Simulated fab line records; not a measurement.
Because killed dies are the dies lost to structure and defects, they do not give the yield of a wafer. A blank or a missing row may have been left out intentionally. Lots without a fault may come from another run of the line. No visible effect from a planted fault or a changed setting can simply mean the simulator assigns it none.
What tool caused it?	flow sky130	Sampling: 11 lots, 33 wafers, 6 of 708 route steps

WHAT THE GAUGES SHOWED, per wafer
SKY_FIELD_ISO_THK_MEAS_25.
lot	measured	on	FIELD_ISO_CVD_24_THK (nm)
L770	day 2 12:32	filmMetro-02	589 586 590
L771	day 2 21:00	filmMetro-02	606 585 598
L773	day 3 03:43	filmMetro-04	591 595 589
L777	day 4 01:17	filmMetro-04	595 588 603
L778	day 4 09:46	filmMetro-04	593 594 595
L781	day 4 22:27	filmMetro-04	592 589 585
L785	day 5 19:17	filmMetro-03	603 597 608
L788	day 6 22:13	filmMetro-04	590 585 589
L790	day 6 22:56	filmMetro-02	589 588 597
L789	day 6 23:00	filmMetro-04	594 589 589
L791	day 7 08:02	filmMetro-03	586 589 585

SKY_PWDE_TW_MEAS_10.
lot	measured	on	PWDE_TW
L770	day 4 07:41	filmMetro-04	366.1 366.7 366.5
L771	day 4 13:19	filmMetro-01	370.0 369.7 369.4
L773	day 4 18:26	filmMetro-02	366.5 369.6 369.6
L777	day 5 17:43	filmMetro-04	375.2 376.2 376.6
L778	day 6 04:31	filmMetro-01	377.1 377.0 378.9 375.2 376.7 375.3
L781	day 6 15:16	filmMetro-04	373.3 375.4 374.7
L785	day 7 20:34	filmMetro-01	371.1 371.9 373.4
L788	day 8 17:32	filmMetro-04	367.3 365.8 366.3
L790	day 8 18:04	filmMetro-02	363.3 363.5 363.8
L789	day 8 23:46	filmMetro-01	369.6 370.3 369.2
L791	day 9 09:58	filmMetro-04	370.2 370.9 370.7

SKY_NWELL_RS_MEAS_31: measures by four-point-probe.
lot	measured	on	PWDE_RS (ohm/sq)
L770	day 5 20:08	filmMetro-04	5268 5282 5288
L771	day 6 01:10	filmMetro-01	5290 5281 5287
L773	day 6 06:19	filmMetro-02	5275 5268 5254
L777	day 7 07:44	filmMetro-02	4948 4953 4953 4957 4956 4952
L778	day 7 18:59	filmMetro-01	4948 4951 4957 4952 4964 4955
L781	day 8 10:58	filmMetro-01	4991 4984 4975 4984 4969 4966
L785	day 9 14:59	filmMetro-01	5265 5256 5274
L788	day 10 14:03	filmMetro-01	5300 5304 5306
L790	day 10 14:43	filmMetro-04	5302 5307 5295
L789	day 10 23:46	filmMetro-01	5276 5297 5289
L791	day 11 07:58	filmMetro-04	5264 5251 5235

SKY_VT_ADJUST_LVTN_TW_MEAS_21.
lot	measured	on	VT_ADJUST_LVTN_2_TW
L770	day 8 11:41	filmMetro-03	190.8 190.4 190.0
L771	day 8 11:59	filmMetro-01	186.0 186.5 187.1
L773	day 8 17:23	filmMetro-01	187.3 186.3 186.7
L777	day 9 21:55	filmMetro-03	189.3 190.0 189.4
L778	day 10 11:01	filmMetro-01	187.6 187.6 186.4
L781	day 11 05:10	filmMetro-01	186.8 186.5 186.8
L785	day 12 12:46	filmMetro-04	185.6 184.8 186.7
L788	day 13 14:05	filmMetro-03	190.5 190.2 190.8
L790	day 13 15:43	filmMetro-01	186.9 186.9 186.0
L789	day 14 01:17	filmMetro-03	190.5 190.3 190.6
L791	day 14 10:41	filmMetro-04	186.9 185.5 186.4

EACH LOT AND THE TOOL THAT RAN IT (in order: tool; ch and the chambers of the sampled wafers; start)
lot	SKY_PWDE_IMPLANT_08	SKY_VT_ADJUST_HVTP_DEHYDRATE_00
L770	implanter-02 ch 0, day 4 07:26	lithoTrack-01 ch 0, day 6 03:50
L771	implanter-04 ch 0, day 4 13:04	lithoTrack-04 ch 0, day 6 08:28
L773	implanter-04 ch 0, day 4 18:11	lithoTrack-01 ch 0, day 6 15:32
L777	implanter-04 ch 0, day 5 17:29	lithoTrack-01 ch 0, day 7 17:01
L778	implanter-04 ch 0, day 6 04:17	lithoTrack-03 ch 0, day 8 04:36
L781	implanter-04 ch 0, day 6 15:02	lithoTrack-01 ch 0, day 8 20:47
L785	implanter-01 ch 0, day 7 20:19	lithoTrack-04 ch 0, day 10 02:01
L788	implanter-01 ch 0, day 8 17:17	lithoTrack-01 ch 0, day 11 01:08
L790	implanter-01 ch 0, day 8 17:49	lithoTrack-01 ch 0, day 11 02:02
L789	implanter-04 ch 0, day 8 23:31	lithoTrack-04 ch 0, day 11 10:28
L791	implanter-02 ch 0, day 9 09:44	lithoTrack-01 ch 0, day 11 18:58
- SKY_PWDE_IMPLANT_08
- SKY_VT_ADJUST_HVTP_DEHYDRATE_00: time 60 s.

AS READ BY THE TOOLS THEMSELVES (means over the sampled wafers that have a number; for cases with no such wafer, the mark the record gives instead)
SKY_PWDE_IMPLANT_08.
lot	tool	doseIonsCm2	endStationPressureTorr (Torr)	faradayCurrentUA
L770	implanter-02	3.6e+12	4.90e-06	20.1
L771	implanter-04	3.6e+12	4.93e-06	19.9
L773	implanter-04	3.6e+12	5.03e-06	20.4
L777	implanter-04	3.9e+12	5.15e-06	22.1
L778	implanter-04	3.9e+12	5.08e-06	22.2
L781	implanter-04	3.9e+12	5.11e-06	22.2
L785	implanter-01	3.6e+12	5.01e-06	20.6
L788	implanter-01	3.6e+12	4.83e-06	20.3
L790	implanter-01	3.6e+12	4.96e-06	20.1
L789	implanter-04	3.6e+12	4.97e-06	20.5
L791	implanter-02	3.6e+12	4.83e-06	20.6

THE ANSWER, worked out from the rows above alone
Rule: usual is defined by the lots themselves. The widest of any qualifying gaps counts: lots, ordered by their means at a reading, are off when they make up no more than a third of the lots, leave a main group of 4 or more, and stand apart from it by 3 or more times the standard deviation of that group's means. If all means in a main group match to the digits the tables above print for the reading, that group is not used. Also off: a lot with no number at a reading for which 4 or more lots have one. All remaining lots with rows at the step are treated as sound. After the gauges, taken in route order, come the tools' own readings; for these a lot's mean is taken, as printed above. The first step at which some lot is off is used, and at that step the reading that is off furthest; a lot without a number counts as furthest.
Off: at SKY_NWELL_RS_MEAS_31 (PWDE_RS), L777, L778, L781. The main group: mean 5280 ohm/sq, standard deviation 17.
If a tool, at a process step before that reading, ran all the lots that are off and no sound lot after the first of them, it fits. The gauges at SKY_NWELL_RS_MEAS_31 aren't tried: what is off there is off at SKY_PWDE_IMPLANT_08 too, on other tools, and a gauge's error can't cause that. Not one of the candidates tried fits.

WHAT HAD BEEN PUT IN BY THE SIMULATOR
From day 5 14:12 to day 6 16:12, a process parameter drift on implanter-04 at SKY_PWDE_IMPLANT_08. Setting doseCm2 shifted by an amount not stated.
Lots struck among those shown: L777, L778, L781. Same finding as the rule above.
